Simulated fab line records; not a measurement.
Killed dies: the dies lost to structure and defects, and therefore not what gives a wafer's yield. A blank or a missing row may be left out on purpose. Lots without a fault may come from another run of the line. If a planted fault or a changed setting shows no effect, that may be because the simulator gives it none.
Chamber matching    flow gf180mcu    GF_STI_CMP_25 on cmp-02 has 4 sister chambers
The step polishes, stops on Si3N4, t overpolish 33 s, target thk 524.6 nm. 8 wafers are shown with their chamber, then 8 later ones without.

WAFERS PAIRED WITH THEIR CHAMBERS
wafer   chamber  motor-current-A (A)  overpolish-run-s (s)
L074.1  0        12.4                 32.997
L075.2  2        13.0                 33.007
L078.4  0        12.5                 32.996
L079.1  3        11.7                 32.994
L084.1  3        12.3                 32.995
L084.4  1        11.8                 32.993
L084.5  1        11.7                 33.001
L086.1  2        12.1                 32.998

WAFERS MISSING THEIR CHAMBER
wafer   motor-current-A (A)  overpolish-run-s (s)
L086.4  11.6                 33.000
L086.5  12.0                 32.999
L093.1  11.7                 33.000
L093.2  11.8                 32.999
L093.5  12.2                 32.999
L096.1  11.3                 32.989
L096.2  12.4                 33.000
L096.4  12.6                 32.993

WHICH CHAMBER EACH ONE RAN IN
wafer   from the rows above                in truth
L086.4  can't be placed: 1 or 3 or 0 or 2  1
L086.5  can't be placed: 1 or 3 or 0 or 2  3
L093.1  can't be placed: 1 or 3 or 0 or 2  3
L093.2  can't be placed: 1 or 3 or 0 or 2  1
L093.5  can't be placed: 0 or 3 or 2 or 1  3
L096.1  can't be placed: 1 or 3 or 0       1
L096.2  can't be placed: 2 or 0 or 3 or 1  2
L096.4  can't be placed: 0 or 3 or 2 or 1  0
0 of 8 placed correctly. These rows do not allow placing 8 (true chamber among the candidates in 8). Placed wrongly: 0.
How it was worked out, from the rows above alone: a wafer's distance from a chamber is the root of the sum, over the readings, of the square of ((its reading less the chamber's mean) divided by the reading's scatter). If the next closest chamber is less than 2 further off than the closest, the wafer can't be placed; otherwise it belongs to the closest. A chamber's mean is the mean of its shown wafers. The scatter: the root of (the sum of the squares of (reading less its chamber's mean) over the shown wafers, divided by (wafers less chambers)).
